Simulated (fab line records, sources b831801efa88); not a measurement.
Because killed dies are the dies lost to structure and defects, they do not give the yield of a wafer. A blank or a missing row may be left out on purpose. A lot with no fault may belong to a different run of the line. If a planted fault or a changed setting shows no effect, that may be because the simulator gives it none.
A lot that was struck, set against a sound lot	flow sky130	24 out of 708 route steps
Sound: the wafers L605.1, L605.4, L605.5. Wafers L615.2, L615.3, L615.4 were the ones struck. At the end, the cause is stated.
For every step that has rows: the tool of each side, followed by ch and its chambers, followed by its first start. Under that, the readings that differ: sound wafers	struck wafers	difference of the means	sigmas: that difference in standard deviations of wafers without a fault.
alike: same words and numbers on both sides, and readings whose means sit less than 2 such deviations apart. not compared: any withheld reading, any reading some wafer has no value for, any bound like >300 that may hide the same value, and any number with overlapping values for which the record gives no deviation.
A row with sigmas, a row that says differs or no value, or rows on one side alone: a step with any of these is where the two part. When numbers do not overlap yet have no deviation, they are printed without sigmas and do not part them. A reading that every wafer of one side lacks parts them only if that side has two wafers or more.

SKY_METAL3_METAL_ETCH_18: etches the open film in Cl2/BCl3, stops on SiO2, target depth 845 nm, time 183.1 s.
  sound on rie-metal-03 ch 0,1, day 41 13:03; struck on rie-metal-04 ch 0,1, day 44 01:45
reading	sound	struck	difference	sigmas
drypump-motor-current-A (A)	5.45 5.13 5.12	6.19 5.55 6.20	+0.75	+3
  alike: oes-product-au, throttle-valve-pct
  not compared: rf-hours-counter-h
SKY_METAL3_STRIP_19: strips in O2/N2.
  sound on plasma-asher-04 ch 0,1, day 41 13:14; struck on plasma-asher-02 ch 0,1, day 44 01:56
  alike: drypump-motor-current-A, oes-product-au, strip-time-to-endpoint-s
  not compared: rf-hours-counter-h
then, 4 steps without rows for these wafers: SKY_METAL3_STRIP_20 (strips in post etch residue remover, time 1200 s); SKY_METAL3_CLEAN_21 (cleans in IPA, time 180 s); SKY_METAL3_CLEAN_22 (cleans in O3/DIW); SKY_VIA3_HDPCVD_00 (deposits SiO2, target thk 1635 nm, time 272.5 s).
SKY_VIA3_THK_MEAS_01:
  sound on film-metro-04 at day 41 14:02; struck on film-metro-02 at day 44 02:43
  alike: VIA3_HDPCVD_THK
SKY_VIA3_CMP_02: polishes SiO2.
  sound on cmp-02 ch 0,1, day 41 14:05; struck on cmp-01 ch 0,2,3, day 44 02:46
  alike: motor-current-A
SKY_VIA3_BOW_MEAS_03:
  sound on film-metro-04 at day 41 14:25; struck on film-metro-01 at day 44 03:07
reading	sound	struck	difference	sigmas
VIA3_BOW (um)	85 96 88	79 70 72	-16	-2
then, 3 steps without rows for these wafers: SKY_VIA3_DEHYDRATE_04 (time 60 s); SKY_VIA3_HMDS_05 (prime time 60 s); SKY_VIA3_COAT_06 (resist thk 60 nm).
SKY_VIA3_COAT_07: resist thk 450 nm.
  sound on litho-track-04 ch 0, day 42 02:00; struck on litho-track-04 ch 0, day 44 14:00
reading	sound	struck	difference	sigmas
model.KrF-thick_of_VIA3_COAT_07.thk-nm (nm)	448.4 447.9 447.7	400.8 401.8 401.4	-46.7	
then, 4 steps without rows for these wafers: SKY_VIA3_SOFTBAKE_08 (time 90 s); SKY_VIA3_EXPOSE_09 (exposes mask VIM3, target cd 200 nm); SKY_VIA3_PEB_10; SKY_VIA3_DEVELOP_11 (develop time 60 s).
SKY_VIA3_CD_MEAS_12: target cd 200 nm.
  sound on cd-sem-02 at day 42 13:54; struck on cd-sem-01 at day 45 00:48
  alike: cd-nm
SKY_VIA3_OVL_MEAS_13:
  sound on overlay-01 at day 42 14:01; struck on overlay-02 at day 45 00:55
  alike: VIA3_OVL
SKY_VIA3_ETCH_14: etches BARC in N2/H2, stops on SiO2, time 45.9 s, target depth 60 nm.
  sound on rie-diel-03 ch 0,3, day 42 14:03; struck on rie-diel-01 ch 0,2,3, day 45 00:56
  alike: drypump-motor-current-A, oes-product-au, throttle-valve-pct
  not compared: rf-hours-counter-h
SKY_VIA3_ETCH_15: etches SiO2 in C4F8/O2/Ar, stops on TiN, target depth 507 nm, time 78 s.
  sound on rie-diel-03 ch 0,3, day 42 14:06; struck on rie-diel-01 ch 0,2,3, day 45 00:59
reading	sound	struck	difference	sigmas
model.KrF-thick_of_VIA3_COAT_07.thk-nm (nm)	288.7 288.9 289.2	242.6 248 246.8	-43.1	
  alike: oes-product-au
  not compared: rf-hours-counter-h
SKY_VIA3_STRIP_16: strips in O2/N2.
  sound on plasma-asher-02 ch 0,1, day 42 14:10; struck on plasma-asher-04 ch 0,1, day 45 01:02
reading	sound	struck	difference	sigmas
oes-product-au (a.u.)	0.400 0.395 0.398	0.379 0.383 0.385	-0.015	-3
strip-time-to-endpoint-s (s)	4.11 4.12 4.12	3.60 3.66 3.67	-0.47	-14
  alike: drypump-motor-current-A
  not compared: rf-hours-counter-h
then, 1 step without rows for these wafers: SKY_VIA3_STRIP_17 (strips in post etch residue remover, time 1200 s).
-- the record jumps here: 5 days lie between the struck wafers' starts before and after (it left off in module VIA3 and takes up again in module PAD_OPEN, whose first step shown is number 708 of the route) --
SKY_PAD_OPEN_PROBE_99:
  rows exist in the record for the struck wafers here (prober-01, day 50 06:49), but not for the sound ones

== WHERE THEY PART ==
Last at SKY_PAD_OPEN_PROBE_99 as far as this record goes, first at SKY_METAL3_METAL_ETCH_18.

WHY: what the simulator had put in
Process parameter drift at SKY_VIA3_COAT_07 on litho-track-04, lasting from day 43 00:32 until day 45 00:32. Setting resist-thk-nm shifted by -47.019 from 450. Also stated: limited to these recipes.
